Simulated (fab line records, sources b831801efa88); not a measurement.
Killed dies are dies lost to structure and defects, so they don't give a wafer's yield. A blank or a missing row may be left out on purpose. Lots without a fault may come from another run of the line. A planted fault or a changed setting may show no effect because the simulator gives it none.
One fault seen from 2 desks | flow sfq_line | each desk has only its own numbers; what lay behind them comes last

THE METROLOGY DESK
What the gauges read, lot by lot, whatever tool the lot ran on: means of the sampled wafers that have a number. A lot is out of limits, marked OUT, if its mean lies more than 4 standard deviations from the usual mean; the brackets give that distance.
Columns: A = M4_NB_RS at SFQ_M4_RS_MEAS_924, usual 0.895 ohm/sq
lot  | first seen here | A
L829 | day 41 22:04    | 0.890
L832 | day 43 06:30    | 0.901
L833 | day 45 08:52    | 0.899
L834 | day 45 13:40    | 0.914
L837 | day 46 22:08    | 0.957 (+6.2) OUT
L839 | day 47 06:32    | 0.886
L845 | day 49 19:43    | 0.883
L846 | day 49 21:04    | 0.890
L847 | day 51 07:46    | 0.904
L849 | day 53 07:40    | 0.885
L850 | day 53 10:06    | 0.911
L851 | day 53 11:40    | 0.900
L852 | day 53 14:02    | 0.905
This desk's finding: out of limits on L837; first on L837, day 46 22:08 (M4_NB_RS at SFQ_M4_RS_MEAS_924). In limits: L829, L832, L833, L834, L839, L845, L846, L847, L849, L850, L851, L852.

THE TOOL OWNER'S DESK: pvd_sputter-03
The tool's own readings at SFQ_TRILAYER_M4_DEP_SPUTTER_091 (material Nb, target thk 200 nm, time 133.3 s): means of the sampled wafers that have a number, for each lot that ran on this tool. A lot is out of limits, marked OUT, if its mean lies more than 4 standard deviations from the usual mean; the brackets give that distance.
Columns: A = base_pressure_pa at SFQ_TRILAYER_M4_DEP_SPUTTER_091, usual 1.32e-06 Pa; B = chamber_pressure_pa at SFQ_TRILAYER_M4_DEP_SPUTTER_091, usual 0.13325 Pa; C = throttle_valve_pct at SFQ_TRILAYER_M4_DEP_SPUTTER_091, usual 30.0 %
lot  | first seen here | A        | B       | C
L833 | day 45 08:46    | 1.26e-06 | 0.13330 | 29.7
L834 | day 45 13:34    | 1.30e-06 | 0.13285 | 28.4
L837 | day 46 22:02    | 1.39e-06 | 0.13319 | 29.1
L846 | day 49 20:58    | 1.28e-06 | 0.13346 | 30.1
L849 | day 53 07:34    | 1.26e-06 | 0.13291 | 30.1
L851 | day 53 11:33    | 1.36e-06 | 0.13308 | 29.0
This desk's finding: nothing out of limits on any of the 6 lots.

PUT TOGETHER
The metrology desk could have raised an alarm at day 46 22:08, on L837.
The tool owner's desk saw nothing out of limits.
The tool owner's desk has L837 on record, within its limits.
Of the lots named, all ran SFQ_TRILAYER_M4_DEP_SPUTTER_091 on pvd_sputter-03.

WHAT THE SIMULATOR HAD PUT IN
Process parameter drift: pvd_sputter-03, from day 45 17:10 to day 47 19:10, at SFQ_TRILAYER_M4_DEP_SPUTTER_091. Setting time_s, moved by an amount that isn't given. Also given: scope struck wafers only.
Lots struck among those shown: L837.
Hours from the fault's start to each desk's first reading out of limits: the metrology desk, 29.
